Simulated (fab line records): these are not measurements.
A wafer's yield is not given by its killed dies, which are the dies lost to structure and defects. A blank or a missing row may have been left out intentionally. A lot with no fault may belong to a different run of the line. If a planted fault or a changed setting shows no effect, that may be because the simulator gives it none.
A lot that was struck, set against a sound lot || flow gf180mcu || 14 steps out of a route of 602
Sound: these wafers, L538.2, L538.3, L538.5. Wafers struck: L541.1, L541.4, L541.6. At the end, the cause is stated.
At each step with rows: each side's tool, then ch and its chambers, then its first start. Under that, the readings that differ: sound wafers || struck wafers || difference of the means || sigmas: that difference in standard deviations of wafers without a fault.
alike: a reading whose means differ by less than 2 such deviations, as well as words and numbers matching on both sides. not compared: withheld readings; readings where some wafer has no value; bounds like >300 that might hide an equal value; numbers whose values overlap and for which the record gives no deviation.
Wherever a step has rows on one side only, a row that says differs or no value, or a row with sigmas, the two part there. When numbers do not overlap yet have no deviation, they are printed without sigmas and do not part them. Lack of a reading on every wafer of one side parts them only where that side has two or more wafers.

GF_V4_ETCH_16: etches BARC in N2/H2.
  sound on rieDiel-02 ch 2,3, day 24 08:56; struck on rieDiel-02 ch 0,1,3, day 25 11:27
  alike: chamberPressureMTorr, drypumpMotorCurrentA, oesProductAu, throttleValvePct
GF_V4_ETCH_17: etches SiO2 in C4F8/O2/Ar, stops on TiN, target depth 630 nm.
  sound on rieDiel-02 ch 2,3; struck on rieDiel-02 ch 0,1,3
  alike: chamberPressureMTorr, oesProductAu
GF_V4_STRIP_18: strips in O2/N2.
  sound on plasmaAsher-01 ch 0,1, day 24 09:04; struck on plasmaAsher-03 ch 0,1, day 25 11:35
{"reading": "oesProductAu (a.u.)", "sound": "0.601 0.602 0.599", "struck": "0.590 0.589 0.586", "difference": -0.012, "sigmas": -2}
  alike: chamberPressureMTorr, drypumpMotorCurrentA, heaterPowerW
  not compared: rfHoursCounterH
then, 5 steps without rows for these wafers: GF_V4_STRIP_19 (strips in post etch residue remover, time 1200 s); GF_V4_CLEAN_20 (cleans in DIW); GF_V4_SPUTTER_21 (material Ti, target thk 15 nm, time 80.02 s); GF_V4_SPUTTER_22 (material TiN, target thk 10 nm, time 40 s); GF_V4_CVD_23 (deposits W, target thk 350 nm, time 104.9 s).
GF_V4_RS_MEAS_24: the measuring method here is four-point-probe.
  sound on filmMetro-04 at day 24 09:50; struck on filmMetro-03 at day 25 12:21
{"reading": "V4_W_RS (ohm/sq)", "sound": "0.310 0.311 0.312", "struck": "0.326 0.328 0.329", "difference": "+0.017", "sigmas": "+2"}
GF_V4_THK_MEAS_25: measures by xrf.
  sound on filmMetro-04 at day 24 09:57; struck on filmMetro-03 at day 25 12:28
  alike: V4_W_THK
GF_V4_CMP_26: polishes, stops on SiO2, t overpolish 15 s, target thk 0 nm.
  sound on cmp-02 ch 0,1, day 24 10:03; struck on cmp-02 ch 0,1,2, day 25 12:35
  alike: motorCurrentA, overpolishRunS, retainingRingPressureFrac, timeToEndpointS
then, 1 step without rows for these wafers: GF_MIM_SPUTTER_00 (material Ti, target thk 37.5 nm, time 150 s).
GF_MIM_SPUTTER_01: material TiN, target thk 30 nm, time 25 s.
  sound on pvdSputter-04 at day 24 10:24; struck on pvdSputter-03 at day 25 12:56
  no value came back on the struck wafers for cathodeDcPowerW (W), chamberPressurePa (Pa), throttleValvePct (%); on the sound wafers cathodeDcPowerW (W) reads 6500.8 6500.1 6500.0
GF_MIM_SPUTTER_02: material AlCu, target thk 450 nm, time 23.9 s.
  sound on pvdSputter-04 at day 24 10:26; struck on pvdSputter-03 at day 25 12:58
  alike: cathodeDcPowerW, chamberPressurePa, throttleValvePct

WHERE THEY PART
First at GF_V4_STRIP_18; last, within this record, at GF_MIM_SPUTTER_01. Later steps at which nothing parts them and some readings are alike: GF_MIM_SPUTTER_02.

WHY: the cause the simulator had injected
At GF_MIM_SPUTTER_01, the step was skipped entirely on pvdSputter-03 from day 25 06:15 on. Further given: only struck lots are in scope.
